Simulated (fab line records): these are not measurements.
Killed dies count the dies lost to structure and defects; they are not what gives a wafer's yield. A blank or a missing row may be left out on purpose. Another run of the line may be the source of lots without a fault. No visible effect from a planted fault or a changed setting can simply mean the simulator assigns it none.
Problem report, 8D (eight disciplines) form, completed by code || flow gf180mcu || the parts of the form that need people (team, actions taken, sign-off) are left out

## 1. WHAT IS WRONG
Across 9 wafers from 3 lots, MVPSD_TW at GF_MVPSD_TW_MEAS_11 averages 366, while fault-free wafers read 552 with a standard deviation of 4.2. That is -44 standard deviations from the usual mean.
Earliest sighting: wafer L655.1 on film metro-04 at day 8 04:14. The record holds 39 wafers of 13 lots with a number at this step. Rule for "out", or "out of limits": more than 4 standard deviations from the usual mean. Any other wafer with a number is counted as sound.

## 2. WHAT IT IS, AND WHAT IT ISN'T
{"question": "which readings at this step", "is": "MVPSD_TW", "is not": "-"}
{"question": "which lots", "is": "L655, L656, L657", "is not": "L643, L644, L645, L646, L647, L649, L652, L663, L664, L665"}
{"question": "which wafers of those lots", "is": "all that have a number", "is not": "-"}
{"question": "read on which gauges", "is": "film metro-02, film metro-04", "is not": "film metro-01"}
{"question": "when", "is": "from day 8 04:14", "is not": "up to then (21 sound wafers); but 9 sound wafers of L663, L664, L665 came after"}

## 3. THE SUSPECTS, EACH WITH WHAT RULES IT OUT
Counting: a tool stays on the suspect list if, at a process step up to the reading, it processed all lots that are out and no sound lot following the first of them.
- the gauge at GF_MVPSD_TW_MEAS_11: ruled out. Those wafers that are out were read across 2 gauges (film metro-02, film metro-04).
- implanter-02 at GF_MVPSD_IMPLANT_08: kept. It ran every lot that is out, first L655 (day 8 03:50), and no sound lot after that; its last sound lot up to then is L649 (day 6 17:22). On those wafers its own readings are out: dose ions cm2, faraday current uA.
The count leaves implanter-02 at GF_MVPSD_IMPLANT_08.

## 4. THE CAUSE (what the simulator had put in)
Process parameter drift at GF_MVPSD_IMPLANT_08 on implanter-02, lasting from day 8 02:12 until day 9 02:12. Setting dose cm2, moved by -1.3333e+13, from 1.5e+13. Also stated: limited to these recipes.
This tool alone remained once counting was done.

## 5. SEQUENCE OF EFFECTS, ordered by route
Each row: a reading whose mean over the struck wafers that have a number lies more than 3 standard deviations from the usual. Scope: only readings with a usual standard deviation given in the record; hours: median across lots of the time from each lot's start at the first step in this table that gives one to its start at this step; sigmas: change in usual standard deviations.
{"hours": 0, "step": "GF_MVPSD_IMPLANT_08", "reading": "dose ions cm2", "usual": 1.4998e+13, "on struck wafers": 1.6733e+12, "change": -1.3325e+13, "sigmas": "-99 or more"}
{"hours": 0, "step": "GF_MVPSD_IMPLANT_08", "reading": "faraday current uA", "usual": 84.9, "on struck wafers": 9.4, "change": -75.5, "sigmas": -47}
{"hours": 0, "step": "GF_MVPSD_TW_MEAS_11", "reading": "MVPSD_TW", "usual": 552, "on struck wafers": 366, "change": -186, "sigmas": -44}
{"hours": 72, "step": "GF_VT_IMPLANT_RS_MEAS_49", "reading": "MVPSD_RS", "usual": "1171 ohm/sq", "on struck wafers": 2870, "change": "+1699", "sigmas": "+99 or more"}
Process steps it contains:
- GF_MVPSD_IMPLANT_08
Later measuring or inspecting steps at which every struck wafer that the step has a row for has a number for every such reading, and none has moved that far: GF_POLY_GATE_OVL_MEAS_11, GF_CONTACT_THK_MEAS_01.

## 6. HOW IT WOULD HAVE BEEN CAUGHT EARLIER
In this record the first reading out of limits at a measuring or inspecting step was taken at day 8 04:14, 2 hours after the fault began at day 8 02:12.
At GF_MVPSD_IMPLANT_08, the tool's own readings (dose ions cm2, faraday current uA) were out on each struck wafer the step has a row for, so an alarm limit on them would have fired on the first such wafer.
Among the 3 lots that are out, L656, L657 began GF_MVPSD_IMPLANT_08 on implanter-02 after day 8 04:14. A hold on the tool at that time would have spared those 2.
